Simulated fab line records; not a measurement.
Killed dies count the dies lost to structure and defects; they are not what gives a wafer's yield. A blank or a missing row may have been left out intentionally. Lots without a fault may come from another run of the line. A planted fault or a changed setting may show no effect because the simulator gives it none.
fab line records	flow sfq_line
[record] lots = 5	wafers = 23
route steps=325 shown I4@168 JJ@179 M5@199 R5@217 I5@233 C5@244
start_h: start of the lot's first displayed wafer, in hours after the record's first day	wait_h: hours from the lot's prior step to this one	" the same as in the row above	L1.1+2: a single row standing in for several wafers	- no value, or no start given	* or withheld: withheld	< > ~ a bound
route shown NAME@n: names a module that has steps shown in the file, with the first one's number in the route	usual: mean/standard deviation taken from wafers without a fault	same: alike in all rows	chamber/n: place in a boat	sites: the reading at each site	_std_site: how widely they spread, as a standard deviation	_edge_site: outer sites' mean less inner sites'	radius_mm: how far each site lies from the wafer's centre	mask NAME#n: copy n	behind: the most recent tool/chamber to have shaped the wafer	hold: the reason the lot was held/the length of the hold in hours/how it ended	device: transistor that didn't switch, given as n, p or np	end of line: the route-end tests of the same wafers	step lacking rows: just its recipe	killed: dies that structure and defects cost at the first sort, which is not the same as the wafer's yield	map: a wafer's dies, marking killed ones x, the rest . and places with no die _
set.NAME: setting as actually run; set.NAME@STEP: the setting as run at that earlier step	model.NAME: the simulator's own value behind a step, which no gauge read
lots run with intentionally changed settings; tables by step, rows by wafer
[[steps]]
[step SFQ_TRILAYER_I4_VIA_LITHO_COAT_103]
[recipe] resist = KrF	spin_rpm = 3000	resist_thk_nm = 650
lot.wafer	tool	chamber	start_h	wait_h	set.resist_thk_nm	model.KrF_of_TRILAYER_I4_VIA_LITHO_COAT_103.thk_nm
L074.1	litho_track-03	0	1297.01	0.2	668.4	672.6
L074.3	"	0	"	"	650	654.4
L074.4	"	0	"	"	650	653.8
L074.5	"	0	"	"	668.4	671.4
L074.6	"	0	"	"	668.4	673.4
L076.1+3	litho_track-03	0	1314.95	0.2	622.4	621.5
L076.4	"	0	"	"	650	648.9
L076.5	"	0	"	"	650	647.9
L076.6	"	0	"	"	622.4	621
L077.2	litho_track-03	0	1337.17	0.2	674.3	673.8
L077.3	"	0	"	"	650	648.3
L077.4	"	0	"	"	650	646.4
L077.5	"	0	"	"	674.3	671
L077.6	"	0	"	"	650	649.4
L083.1	litho_track-03	0	1405.90	0.2	650	649.3
L083.2	"	0	"	"	650	649.8
L083.3	"	0	"	"	650	649.7
L083.4	"	0	"	"	650	649.5
L083.5	"	0	"	"	650	648
L085.2	litho_track-03	0	1420.15	0.2	650	650.5
L085.4	"	0	"	"	650	649.5
L085.5	"	0	"	"	650	650.4
[step SFQ_TRILAYER_I4_VIA_LITHO_SOFTBAKE_107]
[recipe] temp_c = withheld	time_s = withheld	resist = KrF
[step SFQ_TRILAYER_I4_VIA_LITHO_EXPOSE_104]
[recipe] mask_id = I4	na = 0.6	source_shape = conventional	sigma_outer = 0.65	target_cd_nm = 700	dose_mj = 21.3
[step SFQ_TRILAYER_I4_VIA_LITHO_DEVELOP_105]
[recipe] time_s = 60	resist = KrF
[step SFQ_TRILAYER_I4_VIA_BARC_OPEN_VIA_ETCH_146]
[recipe] mask_material = PR	chemistry = O2	target_depth_nm = 125	target = BARC	source_w = 500	bias_w = 80	pressure_mtorr = 30	time_s = 41.7
lot.wafer	tool	chamber	start_h	wait_h	set.resist_thk_nm@TRILAYER_I4_VIA_LITHO_COAT_103	model.KrF_of_TRILAYER_I4_VIA_LITHO_COAT_103.thk_nm
L074.1	rie_diel-01	1	1299.67	0.0	668.4	595.2
L074.3	"	3	"	"	650	577.5
L074.4	"	2	"	"	650	576.9
L074.5	"	2	"	"	668.4	594.5
L074.6	"	3	"	"	668.4	596.5
L076.1+3	rie_diel-01	0,2	1317.06	0.0	622.4	544.4
L076.4	"	1	"	"	650	571.9
L076.5	"	1	"	"	650	571
L076.6	"	0	"	"	622.4	543.9
L077.2	rie_diel-01	1	1339.10	0.0	674.3	596.5
L077.3	"	3	"	"	650	570.9
L077.4	"	0	"	"	650	569.9
L077.5	"	0	"	"	674.3	594
L077.6	"	3	"	"	650	572.3
L083.1	rie_diel-02	0	1414.35	0.0	650	572.6
L083.2+3	"	3,1	"	"	650	573
L083.4	"	2	"	"	650	573.7
L083.5	"	3	"	"	650	571.2
L085.2	rie_diel-04	0	1423.95	0.0	650	573.9
L085.4	"	3	"	"	650	573.5
L085.5	"	3	"	"	650	574.9
[step SFQ_TRILAYER_JJ_TRILAYER_DEP_SPUTTER_109]
[recipe] material = Nb	base_pressure_pa = 1.33e-06	chamber_pressure_pa = 0.1333	substrate_temp_c = 20	target_thk_nm = 150	power_w = 2000	time_s = 100
lot.wafer	tool	chamber	start_h	wait_h	set.power_w	model.Nb_of_TRILAYER_JJ_TRILAYER_DEP_SPUTTER_109.thk_nm
L074.1	pvd_sputter-03	-	1300.62	0.0	2085	153.8
L074.3	"	-	"	"	2000	151.9
L074.4	"	-	"	"	2000	151.5
L074.5	"	-	"	"	2085	153.6
L074.6	"	-	"	"	2000	151.7
L076.1	pvd_sputter-03	-	1318.02	0.0	2000	149.3
L076.3	"	-	"	"	2000	149.4
L076.4	"	-	"	"	2000	151.1
L076.5	"	-	"	"	2000	150.4
L076.6	"	-	"	"	2000	149
L077.2	pvd_sputter-03	-	1340.06	0.0	1761	134.6
L077.3	"	-	"	"	1761	132.4
L077.4	"	-	"	"	2000	146.6
L077.5	"	-	"	"	2000	150.8
L077.6	"	-	"	"	2000	151.8
L083.1+2	pvd_sputter-05	-	1415.33	0.0	2000	148.2
L083.3	"	-	"	"	2000	148.3
L083.4	"	-	"	"	2000	149.3
L083.5	"	-	"	"	2000	146.1
L085.2	pvd_sputter-05	-	1424.91	0.0	2000	150.9
L085.4	"	-	"	"	2000	147.7
L085.5	"	-	"	"	2000	150.5
[step SFQ_TRILAYER_JJ_CE_LITHO_PEB_117]
[recipe] peb_temp_c = 115	peb_time_s = 60	resist = KrF
lot.wafer	tool	chamber	start_h	wait_h	set.peb_time_s
L074.1+3	litho_track-03	0	1303.93	1.0	60
L074.4+5+6	"	0	"	"	65.09
L076.1+4+5	litho_track-03	0	1323.08	1.0	60
L076.3+6	"	0	"	"	57.71
L077.2+3+4+5+6	litho_track-03	0	1343.39	0.8	60
L083.1+2+3+4+5	litho_track-02	0	1420.02	1.0	60
L085.2+4+5	litho_track-03	0	1428.24	0.8	60
[step SFQ_TRILAYER_JJ_CE_LITHO_DEVELOP_116]
[recipe] time_s = 60	resist = KrF
[step SFQ_TRILAYER_JJ_CE_METRO_MEASURE_117]
[usual] cd_nm = 699.6/1.4
lot.wafer	tool	chamber	start_h	wait_h	set.peb_time_s@TRILAYER_JJ_CE_LITHO_PEB_117	cd_nm
L074.1	cd_sem-01	-	1304.26	0.0	60	698.5
L074.3	"	-	"	"	60	697.6
L074.4	"	-	"	"	65.09	687.4
L074.5	"	-	"	"	65.09	687.7
L074.6	"	-	"	"	65.09	686.2
L076.1	cd_sem-01	-	1323.42	0.0	60	700.1
L076.3	"	-	"	"	57.71	706.2
L076.4	"	-	"	"	60	699.7
L076.5	"	-	"	"	60	700.7
L076.6	"	-	"	"	57.71	707.8
L077.2	cd_sem-02	-	1343.90	0.2	60	698.0
L077.3	"	-	"	"	60	700.4
L077.4	"	-	"	"	60	700.9
L077.5	"	-	"	"	60	699.2
L077.6	"	-	"	"	60	700.0
L083.1	cd_sem-02	-	1420.35	0.0	60	701.1
L083.2	"	-	"	"	60	700.8
L083.3	"	-	"	"	60	700.9
L083.4	"	-	"	"	60	701.6
L083.5	"	-	"	"	60	699.6
L085.2	cd_sem-02	-	1428.75	0.2	60	701.3
L085.4	"	-	"	"	60	701.2
L085.5	"	-	"	"	60	699.6
[step SFQ_TRILAYER_JJ_CE_BARC_OPEN_RIE_150]
[recipe] mask_material = PR	chemistry = O2	target_depth_nm = 240	target = BARC	icp_w = 600	bias_w = 80	pressure_mtorr = 10	time_s = 80
lot.wafer	tool	chamber	start_h	wait_h	set.bias_w	set.peb_time_s@TRILAYER_JJ_CE_LITHO_PEB_117	model.JJ.cd_nm
L074.1	rie_metal-04	1	1305.46	1.0	70.45	60	702
L074.3	"	0	"	"	80	60	696.5
L074.4	"	1	"	"	70.45	65.09	689
L074.5	"	0	"	"	70.45	65.09	686.7
L074.6	"	1	"	"	80	65.09	688.5
L076.1	rie_metal-04	0	1324.62	1.0	80	60	700.2
L076.3	"	0	"	"	77.57	57.71	705.5
L076.4	"	1	"	"	80	60	701.7
L076.5	"	0	"	"	77.57	60	699.7
L076.6	"	1	"	"	80	57.71	708.9
L077.2	rie_metal-03	1	1344.90	0.8	80	60	695.8
L077.3	"	0	"	"	80	60	697.2
L077.4+6	"	1	"	"	80	60	698.5
L077.5	"	0	"	"	80	60	695.5
L083.1	rie_metal-01	0	1421.55	1.0	80	60	701.5
L083.2	"	1	"	"	80	60	703.4
L083.3	"	0	"	"	84.34	60	702.4
L083.4	"	1	"	"	80	60	702.8
L083.5	"	0	"	"	84.34	60	700.1
L085.2	rie_metal-04	1	1429.75	0.8	80	60	704.3
L085.4	"	1	"	"	80	60	705.5
L085.5	"	1	"	"	80	60	703.4
[step SFQ_TRILAYER_M5_LITHO_COAT_123]
[recipe] resist = KrF	spin_rpm = 3000	resist_thk_nm = 600
lot.wafer	tool	chamber	start_h	wait_h	set.spin_rpm	model.KrF_of_TRILAYER_M5_LITHO_COAT_123.thk_nm
L074.1	litho_track-04	0	1307.24	0.2	3160	583.6
L074.3	"	0	"	"	3160	582.5
L074.4	"	0	"	"	3000	600.1
L074.5	"	0	"	"	3000	596.8
L074.6	"	0	"	"	3160	582.1
L076.1	litho_track-03	0	1326.39	0.2	3000	600.4
L076.3	"	0	"	"	3000	598.8
L076.4	"	0	"	"	3000	599.4
L076.5	"	0	"	"	3000	598.9
L076.6	"	0	"	"	3000	600.3
L077.2	litho_track-02	0	1346.72	0.2	2875	616
L077.3	"	0	"	"	3000	601.9
L077.4	"	0	"	"	3000	600.9
L077.5	"	0	"	"	2875	613.5
L077.6	"	0	"	"	2875	615.3
L083.1	litho_track-02	0	1423.37	0.2	3000	601.2
L083.2	"	0	"	"	3000	602.2
L083.3	"	0	"	"	2807	623.7
L083.4	"	0	"	"	2807	621.5
L083.5	"	0	"	"	2807	621.6
L085.2	litho_track-04	0	1431.57	0.2	3000	601.6
L085.4	"	0	"	"	3000	598.9
L085.5	"	0	"	"	3000	601.1
[step SFQ_TRILAYER_M5_ETCH_METAL_ETCH_126]
[recipe] target = Nb	stop_on = SiO2	mask_material = PR	over_etch_frac = 0.15	time_s = 203.2	chemistry = Cl2/BCl3	target_depth_nm = 265	icp_w = 600	bias_w = 80	pressure_mtorr = 10
[usual] oes_product_au = 0.728/0.0062
lot.wafer	tool	chamber	start_h	wait_h	set.icp_w	set.power_w@TRILAYER_JJ_TRILAYER_DEP_SPUTTER_109	set.spin_rpm@TRILAYER_M5_LITHO_COAT_123	oes_product_au	model.KrF_of_TRILAYER_M5_LITHO_COAT_123.thk_nm	model.M5.feature_depth_nm
L074.1	rie_metal-03	0	1309.34	0.1	619.6	2085	3160	0.736	348.7	166.9
L074.3	"	0	"	"	619.6	2000	3160	0.723	347	164.9
L074.4	"	0	"	"	600	2000	3000	0.732	370.1	163.7
L074.5	"	0	"	"	619.6	2085	3000	0.733	361.1	166.6
L074.6	"	0	"	"	600	2000	3160	0.730	352	164
L076.1	rie_metal-03	1	1328.44	0.0	542.8	2000	3000	0.721	380.5	160.9
L076.3	"	0	"	"	600	2000	3000	0.731	365.1	162
L076.4	"	1	"	"	542.8	2000	3000	0.729	379.3	162.7
L076.5	"	1	"	"	600	2000	3000	0.726	365.3	163
L076.6	"	0	"	"	600	2000	3000	0.731	366.8	161.5
L077.2	rie_metal-02	1	1348.84	0.0	600	1761	2875	0.692	384.3	147
L077.3	"	0	"	"	600	1761	3000	0.693	369.3	144.9
L077.4	"	1	"	"	574.9	2000	3000	0.726	373.9	158.7
L077.5	"	1	"	"	574.9	2000	2875	0.727	387.4	162.9
L077.6	"	0	"	"	600	2000	2875	0.729	383.2	164.3
L083.1	rie_metal-02	1	1536.81	0.0	600	2000	3000	0.723	375	160.3
L083.2	"	0	"	"	600	2000	3000	0.735	373.4	160.5
L083.3	"	1	"	"	600	2000	2807	0.726	399	160.3
L083.4	"	0	"	"	600	2000	2807	0.730	392.8	161.5
L083.5	"	1	"	"	600	2000	2807	0.721	395.6	158.2
L085.2	rie_metal-01	1	1544.01	0.0	600	2000	3000	0.732	371.5	163.2
L085.4	"	1	"	"	600	2000	3000	0.729	368.1	160.1
L085.5	"	0	"	"	600	2000	3000	0.730	374.2	162.6
[step SFQ_TRILAYER_R5_LITHO_COAT_141]
[recipe] resist = BARC	spin_rpm = 3000	resist_thk_nm = 62
lot.wafer	tool	chamber	start_h	wait_h	set.resist_thk_nm	model.BARC_of_TRILAYER_R5_LITHO_COAT_141.thk_nm
L074.1	litho_track-01	0	1317.28	0.1	62	61.59
L074.3	"	0	"	"	63.31	63.03
L074.4	"	0	"	"	63.31	62.84
L074.5	"	0	"	"	62	61.67
L074.6	"	0	"	"	63.31	62.9
L076.1	litho_track-04	0	1333.97	0.1	64.49	64.52
L076.3	"	0	"	"	64.49	64.68
L076.4	"	0	"	"	62	62.16
L076.5	"	0	"	"	64.49	64.63
L076.6	"	0	"	"	62	62.09
L077.2	litho_track-01	0	1354.44	0.1	62	62.01
L077.3	"	0	"	"	64.23	64.24
L077.4	"	0	"	"	62	62.08
L077.5	"	0	"	"	64.23	64.35
L077.6	"	0	"	"	62	62.06
L083.1	litho_track-01	0	1546.53	0.1	62	61.69
L083.2	"	0	"	"	64.13	63.93
L083.3	"	0	"	"	62	61.75
L083.4	"	0	"	"	64.13	63.91
L083.5	"	0	"	"	62	61.62
L085.2	litho_track-04	0	1552.58	0.1	62	62.02
L085.4	"	0	"	"	62	62.01
L085.5	"	0	"	"	62	61.94
[step SFQ_TRILAYER_R5_LITHO_COAT_136]
[recipe] resist = KrF	spin_rpm = 3000	resist_thk_nm = 592.7
[step SFQ_TRILAYER_R5_LITHO_SOFTBAKE_140]
[recipe] temp_c = withheld	time_s = withheld	resist = KrF
[step SFQ_TRILAYER_R5_LITHO_DEVELOP_138]
[recipe] time_s = 60	resist = KrF
[step SFQ_TRILAYER_R5_BARC_OPEN_METAL_ETCH_177]
[recipe] mask_material = PR	chemistry = O2	target_depth_nm = 125	target = BARC	icp_w = 600	bias_w = 80	pressure_mtorr = 10	time_s = 41.7
lot.wafer	tool	chamber	start_h	wait_h	set.resist_thk_nm@TRILAYER_R5_LITHO_COAT_141	model.etch.depth_nm
L074.1+5	rie_metal-02	1	1319.69	0.0	62	-
L074.3	"	1	"	"	63.31	-
L074.4	"	0	"	"	63.31	62.84
L074.6	"	0	"	"	63.31	62.9
L076.1+3	rie_metal-04	1	1336.25	0.0	64.49	-
L076.4	"	0	"	"	62	62.16
L076.5	"	0	"	"	64.49	64.63
L076.6	"	1	"	"	62	62.09
L077.2+6	rie_metal-04	1,0	1371.51	0.0	62	-
L077.3	"	1	"	"	64.23	64.24
L077.4	"	0	"	"	62	62.08
L077.5	"	1	"	"	64.23	64.35
L083.1+3+5	rie_metal-02	1,0,0	1552.20	0.0	62	-
L083.2	"	0	"	"	64.13	63.93
L083.4	"	1	"	"	64.13	63.91
L085.2	rie_metal-01	1	1557.00	0.0	62	62.02
L085.4	"	0	"	"	62	62.01
L085.5	"	1	"	"	62	61.94
[step SFQ_TRILAYER_R5_ETCH_METAL_ETCH_139]
[recipe] stop_on = SiO2	mask_material = PR	chemistry = Cl2	target_depth_nm = 60	icp_w = 600	bias_w = 80	pressure_mtorr = 10	time_s = 40
lot.wafer	tool	chamber	start_h	wait_h	set.bias_w	model.R5.feature_depth_nm
L074.1	rie_metal-02	1	1319.75	0.0	76.39	59.04
L074.3	"	1	"	"	80	59.83
L074.4	"	0	"	"	80	60
L074.5	"	1	"	"	76.39	59.24
L074.6	"	0	"	"	76.39	59.65
L076.1+3+5+6	rie_metal-04	1,1,0,1	1336.31	0.0	80	60
L076.4	"	0	"	"	80	59.77
L077.2+4	rie_metal-04	1,0	1371.57	0.0	80	60
L077.3	"	1	"	"	75.3	60
L077.5	"	1	"	"	75.3	59.69
L077.6	"	0	"	"	75.3	59.19
L083.1	rie_metal-02	1	1552.26	0.0	80	59.26
L083.2	"	0	"	"	72.45	57.7
L083.3	"	0	"	"	80	60
L083.4	"	1	"	"	72.45	57.41
L083.5	"	0	"	"	72.45	57.9
L085.2+5	rie_metal-01	1	1557.06	0.0	80	60
L085.4	"	0	"	"	80	59.84
[step SFQ_TRILAYER_I5_LITHO_PEB_147]
[recipe] peb_temp_c = 115	peb_time_s = 60	resist = KrF
lot.wafer	tool	chamber	start_h	wait_h	set.peb_temp_c
L074.1+3+4	litho_track-01	0	1403.22	1.0	111.5
L074.5+6	"	0	"	"	115
L076.1+3+4+5+6	litho_track-04	0	1405.62	1.0	115
L077.2+4+5	litho_track-04	0	1406.84	0.8	115
L077.3+6	"	0	"	"	112.7
L083.1+3+4	litho_track-04	0	1557.87	1.0	113
L083.2+5	"	0	"	"	115
L085.2+4+5	litho_track-03	0	1561.49	0.8	115
[step SFQ_TRILAYER_I5_BARC_OPEN_VIA_ETCH_200]
[recipe] mask_material = PR	chemistry = O2	target_depth_nm = 125	target = BARC	source_w = 500	bias_w = 80	pressure_mtorr = 30	time_s = 41.7
lot.wafer	tool	chamber	start_h	wait_h	set.source_w	set.peb_temp_c@TRILAYER_I5_LITHO_PEB_147	model.I5.cd_nm
L074.1	rie_diel-04	1	1403.55	0.0	519.6	111.5	625.2
L074.3	"	0	"	"	519.6	111.5	626.8
L074.4	"	2	"	"	500	111.5	628.2
L074.5+6	"	0,3	"	"	500	115	699.9
L076.1	rie_diel-03	0	1405.95	0.0	500	115	700
L076.3	"	2	"	"	500	115	699.7
L076.4	"	3	"	"	537.4	115	700.2
L076.5	"	3	"	"	537.4	115	700.6
L076.6	"	0	"	"	537.4	115	697.4
L077.2	rie_diel-04	2	1407.15	0.0	500	115	700.9
L077.3	"	3	"	"	463.5	112.7	654.5
L077.4	"	0	"	"	463.5	115	699.1
L077.5	"	3	"	"	500	115	700.8
L077.6	"	2	"	"	500	112.7	654.2
L083.1	rie_diel-04	0	1558.20	0.0	500	113	659.3
L083.2	"	3	"	"	500	115	697.2
L083.3	"	2	"	"	500	113	659.5
L083.4	"	0	"	"	477.3	113	659.2
L083.5	"	3	"	"	477.3	115	698.5
L085.2	rie_diel-03	1	1561.80	0.0	500	115	701.5
L085.4	"	2	"	"	500	115	699.4
L085.5	"	3	"	"	500	115	701.9
[step SFQ_TRILAYER_I5_ETCH_VIA_ETCH_147]
[recipe] stop_on = Nb	mask_material = PR	chemistry = CHF3	target_depth_nm = 360	source_w = 500	bias_w = 80	pressure_mtorr = 30	time_s = withheld
lot.wafer	tool	chamber	start_h	wait_h	set.peb_temp_c@TRILAYER_I5_LITHO_PEB_147	model.I5.cd_nm
L074.1	rie_diel-04	1	1403.59	0.0	111.5	621.3
L074.3	"	0	"	"	111.5	626.6
L074.4	"	2	"	"	111.5	621.9
L074.5	"	0	"	"	115	700.7
L074.6	"	3	"	"	115	695.7
L076.1	rie_diel-03	0	1405.99	0.0	115	703.7
L076.3	"	2	"	"	115	702.8
L076.4	"	3	"	"	115	701.1
L076.5	"	3	"	"	115	701.9
L076.6	"	0	"	"	115	702.3
L077.2	rie_diel-04	2	1407.19	0.0	115	696
L077.3	"	3	"	"	112.7	650.2
L077.4	"	0	"	"	115	701.9
L077.5	"	3	"	"	115	698.8
L077.6	"	2	"	"	112.7	647.8
L083.1	rie_diel-04	0	1558.24	0.0	113	663.7
L083.2	"	3	"	"	115	697.6
L083.3	"	2	"	"	113	655.4
L083.4	"	0	"	"	113	662.1
L083.5	"	3	"	"	115	700
L085.2	rie_diel-03	1	1561.84	0.0	115	700.8
L085.4	"	2	"	"	115	700.4
L085.5	"	3	"	"	115	701.6
[step SFQ_TRILAYER_C5_LITHO_PEB_154]
[recipe] peb_temp_c = 115	peb_time_s = 60	resist = KrF
lot.wafer	tool	chamber	start_h	wait_h	set.peb_temp_c
L074.1+4	litho_track-01	0	1517.49	1.0	115
L074.3+5+6	"	0	"	"	116.3
L076.1+3+4+5+6	litho_track-03	0	1519.92	1.0	115
L077.2+3	litho_track-02	0	1522.04	0.8	115
L077.4+5+6	"	0	"	"	113.4
L083.1+2+3+4+5	litho_track-01	0	1657.04	1.0	115
L085.2+4+5	litho_track-01	0	1663.07	0.8	115
[step SFQ_TRILAYER_C5_BARC_OPEN_VIA_ETCH_210]
[recipe] mask_material = PR	chemistry = O2	target_depth_nm = 125	target = BARC	source_w = 500	bias_w = 80	pressure_mtorr = 30	time_s = 41.7
lot.wafer	tool	chamber	start_h	wait_h	set.source_w	set.peb_temp_c@TRILAYER_C5_LITHO_PEB_154	model.C5.cd_nm
L074.1	rie_diel-03	1	1517.83	0.0	500	115	498.7
L074.3	"	0	"	"	500	116.3	522.3
L074.4	"	2	"	"	443.7	115	502
L074.5	"	1	"	"	443.7	116.3	520.2
L074.6	"	0	"	"	500	116.3	522.2
L076.1	rie_diel-03	3	1520.25	0.0	452.7	115	498.7
L076.3	"	2	"	"	500	115	501.4
L076.4	"	0	"	"	452.7	115	500.8
L076.5	"	2	"	"	452.7	115	500.7
L076.6	"	3	"	"	500	115	498.5
L077.2	rie_diel-03	0	1522.35	0.0	479.4	115	498.9
L077.3	"	1	"	"	500	115	498.6
L077.4	"	2	"	"	500	113.4	469.8
L077.5	"	1	"	"	500	113.4	468.2
L077.6	"	2	"	"	479.4	113.4	471.5
L083.1	rie_diel-03	1	1657.38	0.0	500	115	496.7
L083.2	"	0	"	"	462.8	115	499
L083.3	"	3	"	"	462.8	115	497.6
L083.4	"	2	"	"	462.8	115	498.4
L083.5	"	1	"	"	500	115	497.6
L085.2	rie_diel-01	3	1663.38	0.0	500	115	500.8
L085.4	"	2	"	"	500	115	499.1
L085.5	"	0	"	"	500	115	501.7
[step SFQ_TRILAYER_C5_ETCH_VIA_ETCH_154]
[recipe] target = SiO2	mask_material = PR	chemistry = CHF3	target_depth_nm = 84	source_w = 500	bias_w = 80	pressure_mtorr = 30	time_s = withheld	stop_on = Nb
lot.wafer	tool	chamber	start_h	wait_h	set.peb_temp_c@TRILAYER_C5_LITHO_PEB_154	model.C5.cd_nm
L074.1	rie_diel-03	1	1517.87	0.0	115	498.7
L074.3	"	0	"	"	116.3	521.7
L074.4	"	2	"	"	115	502.7
L074.5	"	1	"	"	116.3	520.6
L074.6	"	0	"	"	116.3	521.1
L076.1	rie_diel-03	3	1520.29	0.0	115	499.5
L076.3	"	2	"	"	115	502.2
L076.4	"	0	"	"	115	499.6
L076.5	"	2	"	"	115	501.6
L076.6	"	3	"	"	115	499.1
L077.2	rie_diel-03	0	1522.39	0.0	115	497.8
L077.3	"	1	"	"	115	498.5
L077.4	"	2	"	"	113.4	470.6
L077.5	"	1	"	"	113.4	468
L077.6	"	2	"	"	113.4	472
L083.1	rie_diel-03	1	1657.42	0.0	115	497.1
L083.2+3	"	0,3	"	"	115	498.5
L083.4	"	2	"	"	115	499.2
L083.5	"	1	"	"	115	498.4
L085.2	rie_diel-01	3	1663.42	0.0	115	500.6
L085.4	"	2	"	"	115	498.4
L085.5	"	0	"	"	115	501.1
[[key]]
[split] step = SFQ_TRILAYER_I4_VIA_LITHO_COAT_103	setting = resist_thk_nm	stated = 650	by = wafer
[response] step = SFQ_TRILAYER_I4_VIA_LITHO_COAT_103	reading = model.KrF_of_TRILAYER_I4_VIA_LITHO_COAT_103.thk_nm	change = +6.45	per = 1%	r = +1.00
[response] step = SFQ_TRILAYER_I4_VIA_BARC_OPEN_VIA_ETCH_146	reading = model.KrF_of_TRILAYER_I4_VIA_LITHO_COAT_103.thk_nm	change = +6.44	per = 1%	r = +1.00
[split] step = SFQ_TRILAYER_JJ_TRILAYER_DEP_SPUTTER_109	setting = power_w	stated = 2000	by = wafer
[response] step = SFQ_TRILAYER_JJ_TRILAYER_DEP_SPUTTER_109	reading = model.Nb_of_TRILAYER_JJ_TRILAYER_DEP_SPUTTER_109.thk_nm	change = +1.26	per = 1%	r = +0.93
[response] step = SFQ_TRILAYER_M5_ETCH_METAL_ETCH_126	reading = oes_product_au	change = +0.00274	per = 1%	r = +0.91
[response] step = SFQ_TRILAYER_M5_ETCH_METAL_ETCH_126	reading = model.M5.feature_depth_nm	change = +1.25	per = 1%	r = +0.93
[split] step = SFQ_TRILAYER_JJ_CE_LITHO_PEB_117	setting = peb_time_s	stated = 60	by = wafer
[response] step = SFQ_TRILAYER_JJ_CE_METRO_MEASURE_117	reading = cd_nm	change = -1.37	per = 1%	r = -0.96
[response] step = SFQ_TRILAYER_JJ_CE_BARC_OPEN_RIE_150	reading = model.JJ.cd_nm	change = -1.39	per = 1%	r = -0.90
[split] step = SFQ_TRILAYER_JJ_CE_BARC_OPEN_RIE_150	setting = bias_w	stated = 80	by = wafer
response none clear
[split] step = SFQ_TRILAYER_M5_LITHO_COAT_123	setting = spin_rpm	stated = 3000	by = wafer
[response] step = SFQ_TRILAYER_M5_LITHO_COAT_123	reading = model.KrF_of_TRILAYER_M5_LITHO_COAT_123.thk_nm	change = -3.13	per = 1%	r = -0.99
[response] step = SFQ_TRILAYER_M5_ETCH_METAL_ETCH_126	reading = model.KrF_of_TRILAYER_M5_LITHO_COAT_123.thk_nm	change = -3.24	per = 1%	r = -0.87
[split] step = SFQ_TRILAYER_M5_ETCH_METAL_ETCH_126	setting = icp_w	stated = 600	by = wafer
[response] step = SFQ_TRILAYER_M5_ETCH_METAL_ETCH_126	reading = model.KrF_of_TRILAYER_M5_LITHO_COAT_123.thk_nm	slope = -1.44	per = 1%	together_with = spin_rpm@TRILAYER_M5_LITHO_COAT_123	explained = 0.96
[split] step = SFQ_TRILAYER_R5_LITHO_COAT_141	setting = resist_thk_nm	stated = 62	by = wafer
[response] step = SFQ_TRILAYER_R5_LITHO_COAT_141	reading = model.BARC_of_TRILAYER_R5_LITHO_COAT_141.thk_nm	change = +0.628	per = 1%	r = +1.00
[response] step = SFQ_TRILAYER_R5_BARC_OPEN_METAL_ETCH_177	reading = model.etch.depth_nm	change = +0.621	per = 1%	r = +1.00
[split] step = SFQ_TRILAYER_R5_ETCH_METAL_ETCH_139	setting = bias_w	stated = 80	by = wafer
[response] step = SFQ_TRILAYER_R5_ETCH_METAL_ETCH_139	reading = model.R5.feature_depth_nm	change = +0.163	per = 1%	r = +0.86
[split] step = SFQ_TRILAYER_I5_LITHO_PEB_147	setting = peb_temp_c	stated = 115	by = wafer
[response] step = SFQ_TRILAYER_I5_BARC_OPEN_VIA_ETCH_200	reading = model.I5.cd_nm	change = +23.4	per = 1%	r = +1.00
[response] step = SFQ_TRILAYER_I5_ETCH_VIA_ETCH_147	reading = model.I5.cd_nm	change = +24.2	per = 1%	r = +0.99
[split] step = SFQ_TRILAYER_I5_BARC_OPEN_VIA_ETCH_200	setting = source_w	stated = 500	by = wafer
response none clear
[split] step = SFQ_TRILAYER_C5_LITHO_PEB_154	setting = peb_temp_c	stated = 115	by = wafer
[response] step = SFQ_TRILAYER_C5_BARC_OPEN_VIA_ETCH_210	reading = model.C5.cd_nm	change = +20	per = 1%	r = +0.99
[response] step = SFQ_TRILAYER_C5_ETCH_VIA_ETCH_154	reading = model.C5.cd_nm	change = +19.3	per = 1%	r = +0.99
[split] step = SFQ_TRILAYER_C5_BARC_OPEN_VIA_ETCH_210	setting = source_w	stated = 500	by = wafer
response none clear
